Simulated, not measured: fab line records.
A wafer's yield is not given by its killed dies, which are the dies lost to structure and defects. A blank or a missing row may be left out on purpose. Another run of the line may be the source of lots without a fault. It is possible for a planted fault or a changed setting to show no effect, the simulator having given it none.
Which of the tools did it? -- flow sky130 -- 18 wafers from 6 lots sampled at 2 of the route's 708 steps

WHAT THE GAUGES READ, wafer by wafer
SKY_SONOS_ONO_THK_MEAS_03.
lot,measured,on,SONOS_ONO_CVD_02_THK (nm)
L627,day 12 07:58,film-metro-04,10.36 10.33 10.25
L632,day 14 04:12,film-metro-01,10.54 10.49 10.50
L635,day 15 01:10,film-metro-03,6.33 6.28 6.42
L637,day 15 15:59,film-metro-01,6.23 6.17 6.16
L646,day 18 16:32,film-metro-01,10.67 10.66 10.61
L648,day 19 08:52,film-metro-03,10.70 10.71 10.76

EACH LOT AND THE TOOL THAT RAN IT (in order: tool; ch and the chambers of the sampled wafers; start)
lot,SKY_SONOS_ONO_CVD_02
L627,"lpcvd-02 ch 1, day 12 06:55"
L632,"lpcvd-02 ch 1, day 14 02:37"
L635,"lpcvd-02 ch 1, day 15 00:06"
L637,"lpcvd-02 ch 0, day 15 14:56"
L646,"lpcvd-02 ch 1, day 18 15:29"
L648,"lpcvd-02 ch 0, day 19 07:49"
- SKY_SONOS_ONO_CVD_02: deposits Si3N4 from DCS/NH3, target thk 10.5 nm, time 180 s.

THE ANSWER, worked out from the rows above alone
Rule: what is usual is taken from the lots themselves. Put in order of their means at a reading, lots are off if they are a third of the lots or fewer, leave a main group of 4 or more, and stand apart from it by a gap of 3 or more times the standard deviation of the main group's means; of several such gaps the widest counts. The tables above print the reading to a certain number of digits; a main group whose means all agree to those digits is not used. A lot without any number at a reading at which 4 lots or more have one is off too. Any other lot the step has rows for is counted as sound.
Off: at SKY_SONOS_ONO_THK_MEAS_03 (SONOS_ONO_CVD_02_THK), L635, L637. The main group: mean 10.55 nm, standard deviation 0.16.
If a tool, at a process step before that reading, ran all the lots that are off and no sound lot after the first of them, it fits. Those tools and the gauges at SKY_SONOS_ONO_THK_MEAS_03 are tried in the same way. Of those tried, none fits.

WHAT THE SIMULATOR HAD PUT IN
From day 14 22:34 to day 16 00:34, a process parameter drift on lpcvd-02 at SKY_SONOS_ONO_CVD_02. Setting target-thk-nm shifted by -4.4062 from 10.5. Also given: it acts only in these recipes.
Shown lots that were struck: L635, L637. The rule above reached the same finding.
